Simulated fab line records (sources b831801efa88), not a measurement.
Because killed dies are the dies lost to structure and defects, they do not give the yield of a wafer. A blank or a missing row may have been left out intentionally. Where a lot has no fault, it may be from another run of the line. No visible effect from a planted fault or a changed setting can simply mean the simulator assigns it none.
Code-filled problem report in 8D (eight disciplines) form    flow sky130    the parts of the form that need people (team, actions taken, sign-off) are left out

## 1. THE ISSUE
SD_N_RS at SKY_SD_N_RS_MEAS_16 reads a mean of 70.33 ohm/sq on 6 wafers of 2 lots; wafers without a fault read 68.52 ohm/sq with a standard deviation of 0.17. Measured from the usual mean, that is +11 standard deviations.
The step: measures by four-point-probe.
Earliest sighting: wafer L308.2 on film_metro-02 at day 32 19:08. The record has a number at this step for 39 wafers belonging to 13 lots. Rule for "out" (also "out of limits"): further than 4 standard deviations from the usual mean. The other wafers with a number count as sound.

## 2. WHAT IT IS AND WHAT IT IS NOT
question                     is                      is not
which readings at this step  SD_N_RS                 -
which lots                   L308, L310              L293, L294, L296, L297, L298, L300, L307, L309, L311, L312, L314
which wafers of those lots   all that have a number  -
read on which gauges         film_metro-02           film_metro-03, film_metro-04
when                         from day 32 19:08       up to then (21 sound wafers); but 12 sound wafers of L309, L311, L312, L314 came after

## 3. WHAT RULES OUT EACH SUSPECT
Counting: any tool at a process step up to the reading is kept as a suspect provided that every lot that is out went through it and no sound lot did after the first of them.
- the gauge at SKY_SD_N_RS_MEAS_16: ruled out. All the wafers that are out were read on film_metro-02, but those of them that SKY_SD_N_IMPLANT_10 has rows for are out there too, on other tools.
- implanter-01 at SKY_SD_N_IMPLANT_10: kept. It processed each lot that is out, first L308 at day 32 18:36, and no sound lot thereafter; up to then, the last sound lot it processed was L307 at day 32 12:28. On those wafers its own readings are out: dose_ions_cm2, faraday_current_uA.
After counting, what remains is implanter-01 at SKY_SD_N_IMPLANT_10.

## 4. THE CAUSE (what the simulator had put in)
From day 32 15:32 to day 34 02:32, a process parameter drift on implanter-01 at SKY_SD_N_IMPLANT_10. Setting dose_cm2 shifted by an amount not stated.
Only this tool survived the counting.

## 5. THE EFFECT CHAIN, in route order
Each row: a reading where the mean over the struck wafers with a number is more than 3 standard deviations away from the usual. Only readings for which the record gives a usual standard deviation are gone through. hours: the time from each lot's start at the first step in this table that gives one to its start at this step, as a median over the lots. sigmas: the change in usual standard deviations.
hours  step                 reading             usual         on struck wafers  change       sigmas
0      SKY_SD_N_IMPLANT_10  dose_ions_cm2       1.0004e+14    9.9217e+12        -9.0118e+13  -99 or more
0      SKY_SD_N_IMPLANT_10  faraday_current_uA  508           56                -452         -13
1      SKY_SD_N_RS_MEAS_16  SD_N_RS             68.52 ohm/sq  70.33             +1.81        +11
Process steps it contains:
- SKY_SD_N_IMPLANT_10
Later measuring or inspecting steps at which every struck wafer that the step has a row for has a number for every such reading, and none has moved that far: SKY_LI_CONTACT_OVL_MEAS_13.

## 6. HOW IT WOULD HAVE BEEN CAUGHT EARLIER
In this record the first reading out of limits at a measuring or inspecting step was taken at day 32 19:08, 4 hours after the fault began at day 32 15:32.
The tool's own readings at SKY_SD_N_IMPLANT_10 were out on every struck wafer that the step has a row for (dose_ions_cm2, faraday_current_uA): an alarm limit on them would have fired on the first of those.
L310, from the lots that are out (2), started SKY_SD_N_IMPLANT_10 on implanter-01 later than day 32 19:08. Putting the tool on hold at that point would have spared it.
